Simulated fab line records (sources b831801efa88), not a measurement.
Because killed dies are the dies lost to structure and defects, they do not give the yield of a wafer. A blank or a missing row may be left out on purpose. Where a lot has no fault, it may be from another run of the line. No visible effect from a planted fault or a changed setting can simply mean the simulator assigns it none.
Lot-split experiment | flow gf180mcu | 5 lots, 23 wafers read, on a route of 602 steps

== THE SPLIT ==
At GF_V2_PEB_12 (peb time 90 s), the setting peb temp c was moved away from the recipe's 135 C on 10 of the 23 wafers read, by -2.9% to +2.1%. All remaining wafers had this setting at the recipe value.

== SPLIT TO READING: what lies between them in the file, 1 step ==
- GF_V2_DEVELOP_13: develop time 60 s

== THE READING ==
cd nm at GF_V2_CD_MEAS_14, given in nm (cd target 260 nm). A value of 260.3 nm with a standard deviation of 1.4 nm is what fault-free wafers of this fab line usually give.

wafer  | tool, chamber at the split | peb temp c as run, C | against the recipe | cd nm, nm | against lot-mates on the recipe
L076.1 | litho track-03, 0          | 137.8                | +2.1%              | 268.1     | +7.4
L076.3 | litho track-03, 0          | 135                  | recipe             | 260.4     | -
L076.4 | litho track-03, 0          | 135                  | recipe             | 260.4     | -
L076.5 | litho track-03, 0          | 137.8                | +2.1%              | 268.1     | +7.4
L076.6 | litho track-03, 0          | 135                  | recipe             | 261.4     | -
L077.1 | litho track-04, 0          | 131.1                | -2.9%              | 247.0     | -12.6
L077.3 | litho track-04, 0          | 131.1                | -2.9%              | 247.5     | -12.1
L077.4 | litho track-04, 0          | 135                  | recipe             | 259.9     | -
L077.5 | litho track-04, 0          | 135                  | recipe             | 259.1     | -
L077.6 | litho track-04, 0          | 135                  | recipe             | 259.8     | -
L079.1 | litho track-04, 0          | 131.2                | -2.8%              | 247.3     | -11.6
L079.2 | litho track-04, 0          | 135                  | recipe             | 259.9     | -
L079.3 | litho track-04, 0          | 135                  | recipe             | 258.0     | -
L079.4 | litho track-04, 0          | 131.2                | -2.8%              | 246.8     | -12.1
L079.5 | litho track-04, 0          | 131.2                | -2.8%              | 246.7     | -12.2
L080.1 | litho track-01, 0          | 137.2                | +1.6%              | 266.6     | +4.3
L080.2 | litho track-01, 0          | 137.2                | +1.6%              | 267.9     | +5.6
L080.4 | litho track-01, 0          | 135                  | recipe             | 261.9     | -
L080.5 | litho track-01, 0          | 137.2                | +1.6%              | 268.2     | +5.9
L080.6 | litho track-01, 0          | 135                  | recipe             | 262.7     | -
L082.2 | litho track-04, 0          | 135                  | recipe             | 260.1     | -
L082.5 | litho track-04, 0          | 135                  | recipe             | 261.0     | -
L082.6 | litho track-04, 0          | 135                  | recipe             | 260.2     | -

FIT RESULTS
A straight line over all 23 wafers: cd nm changes by +4.47 nm for each +1% of peb temp c; r = +0.99; the points scatter about the line by 1.1 nm.
The same after taking each lot's own level away (the mean of its wafers on the recipe; 23 wafers): +3.98 nm for each +1%; r = +0.99; scatter 0.72 nm.
According to that fit, moving peb temp c by its largest amount changes the reading by 11 nm.
The span of the lots' own levels, 258.95 to 262.30 nm, comes to 2.4 times the standard deviation stated above.
So the slope is not independent of the lot-to-lot level: the two fits are not the same.
Check: for one of the wafers moved furthest among these (-2.9%), held out of the fit, the line's prediction against its lot-mates is -11.8 nm. It came out at -12.6 nm against them.

== THE WHOLE CHAIN: every reading that the file lists as answering this split, in the file's order ==
step             | what it does         | reading                                                   | change (the file's fit)              | r (the file's)
GF_V2_CD_MEAS_14 | target cd 260 nm     | cd nm                                                     | +4.01 nm for each +1% of the setting | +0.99
GF_V2_ETCH_16    | etches BARC in N2/H2 | V2.cd nm (the simulator's own value, which no gauge read) | +4.19 nm for each +1% of the setting | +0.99

== THE FILE'S OWN FIT ==
cd nm changes by +4.01 nm for each +1% of peb temp c, r = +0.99.
